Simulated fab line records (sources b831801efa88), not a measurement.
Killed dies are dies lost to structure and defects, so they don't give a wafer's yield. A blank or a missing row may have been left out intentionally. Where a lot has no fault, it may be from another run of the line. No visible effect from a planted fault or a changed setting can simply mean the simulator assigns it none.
The tool behind it: which one? :: flow sky130 :: 10 lots, 30 wafers sampled, at 4 steps of a route of 708

WHAT THE GAUGES READ, wafer by wafer
SKY_VIA1_RS_MEAS_22: a four-point-probe measurement.
lot: L929
measured: day 35 21:43
on: film-metro-03
VIA1_W_RS (ohm/sq): 0.428 0.432 0.425

lot: L933
measured: day 35 22:05
on: film-metro-01
VIA1_W_RS (ohm/sq): 0.430 0.432 0.431

lot: L934
measured: day 35 22:23
on: film-metro-01
VIA1_W_RS (ohm/sq): 0.430 0.424 0.428

lot: L937
measured: day 36 23:31
on: film-metro-04
VIA1_W_RS (ohm/sq): 0.379 0.380 0.384

lot: L939
measured: day 38 02:15
on: film-metro-01
VIA1_W_RS (ohm/sq): 0.370 0.378 0.373

lot: L945
measured: day 39 03:23
on: film-metro-04
VIA1_W_RS (ohm/sq): 0.428 0.429 0.431

lot: L943
measured: day 39 03:49
on: film-metro-01
VIA1_W_RS (ohm/sq): 0.425 0.427 0.423

lot: L947
measured: day 39 05:37
on: film-metro-03
VIA1_W_RS (ohm/sq): 0.436 0.439 0.430

lot: L950
measured: day 40 11:41
on: film-metro-01
VIA1_W_RS (ohm/sq): 0.427 0.429 0.431

lot: L951
measured: day 40 12:32
on: film-metro-01
VIA1_W_RS (ohm/sq): 0.445 0.435 0.437

TOOL THAT RAN EACH LOT (tool first, then ch and the chambers of the sampled wafers, then the start)
lot: L929
SKY_METAL1_SPUTTER_04: pvd-sputter-02, day 33 01:07
SKY_VIA1_STRIP_16: plasma-asher-04 ch 0,1, day 35 20:58
SKY_VIA1_CVD_21: cvd-w-02 ch 0,1, day 35 21:37

lot: L933
SKY_METAL1_SPUTTER_04: pvd-sputter-03, day 33 03:13
SKY_VIA1_STRIP_16: plasma-asher-01 ch 0,1, day 35 21:19
SKY_VIA1_CVD_21: cvd-w-01 ch 0,1, day 35 21:59

lot: L934
SKY_METAL1_SPUTTER_04: pvd-sputter-02, day 33 03:56
SKY_VIA1_STRIP_16: plasma-asher-03 ch 0, day 35 21:34
SKY_VIA1_CVD_21: cvd-w-02 ch 1, day 35 22:16

lot: L937
SKY_METAL1_SPUTTER_04: pvd-sputter-02, day 34 14:56
SKY_VIA1_STRIP_16: plasma-asher-03 ch 0,1, day 36 22:46
SKY_VIA1_CVD_21: cvd-w-02 ch 0,1, day 36 23:26

lot: L939
SKY_METAL1_SPUTTER_04: pvd-sputter-03, day 35 20:42
SKY_VIA1_STRIP_16: plasma-asher-03 ch 0,1, day 38 01:28
SKY_VIA1_CVD_21: cvd-w-02 ch 0,1, day 38 02:09

lot: L945
SKY_METAL1_SPUTTER_04: pvd-sputter-04, day 36 22:19
SKY_VIA1_STRIP_16: plasma-asher-04 ch 0,1, day 39 02:37
SKY_VIA1_CVD_21: cvd-w-01 ch 0,1, day 39 03:16

lot: L943
SKY_METAL1_SPUTTER_04: pvd-sputter-04, day 36 23:02
SKY_VIA1_STRIP_16: plasma-asher-03 ch 0,1, day 39 03:01
SKY_VIA1_CVD_21: cvd-w-01 ch 0, day 39 03:43

lot: L947
SKY_METAL1_SPUTTER_04: pvd-sputter-03, day 37 00:34
SKY_VIA1_STRIP_16: plasma-asher-04 ch 0,1, day 39 04:52
SKY_VIA1_CVD_21: cvd-w-01 ch 0,1, day 39 05:31

lot: L950
SKY_METAL1_SPUTTER_04: pvd-sputter-02, day 38 07:32
SKY_VIA1_STRIP_16: plasma-asher-03 ch 0,1, day 40 10:54
SKY_VIA1_CVD_21: cvd-w-01 ch 0,1, day 40 11:35

lot: L951
SKY_METAL1_SPUTTER_04: pvd-sputter-03, day 38 08:09
SKY_VIA1_STRIP_16: plasma-asher-01 ch 0,1, day 40 11:45
SKY_VIA1_CVD_21: cvd-w-01 ch 0,1, day 40 12:26
- SKY_METAL1_SPUTTER_04: material TiN, target thk 70 nm, time 58.3 s.
- SKY_VIA1_STRIP_16: strips in O2/N2.
- SKY_VIA1_CVD_21: deposits W, target thk 270 nm, time 80.902 s.

THE ANSWER, worked out from the rows above alone
Rule: the lots themselves supply what counts as usual. The widest of any qualifying gaps counts: lots, ordered by their means at a reading, are off when they make up no more than a third of the lots, leave a main group of 4 or more, and stand apart from it by 3 or more times the standard deviation of that group's means. Not used: any main group whose means are identical at the precision the tables above print for the reading. A lot without any number at a reading at which 4 lots or more have one is off too. Where the step has rows for the other lots, those lots are counted as sound.
Off: L937, L939, at SKY_VIA1_RS_MEAS_22 (VIA1_W_RS). For the main group the mean is 0.430 ohm/sq and the standard deviation 0.0042.
If a tool, at a process step before that reading, ran all the lots that are off and no sound lot after the first of them, it fits. The gauges at SKY_VIA1_RS_MEAS_22 are tried like those tools. One fits: cvd-w-02 at SKY_VIA1_CVD_21. Its last sound lot is L934 (day 35 22:16), its first lot that is off L937 (day 36 23:26): a fault that began between those two fits.

WHAT WAS PUT IN BY THE SIMULATOR
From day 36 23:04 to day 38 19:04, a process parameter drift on cvd-w-02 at SKY_VIA1_CVD_21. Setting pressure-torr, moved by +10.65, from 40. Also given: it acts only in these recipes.
Struck lots among those shown: L937, L939. Same finding as the rule above.
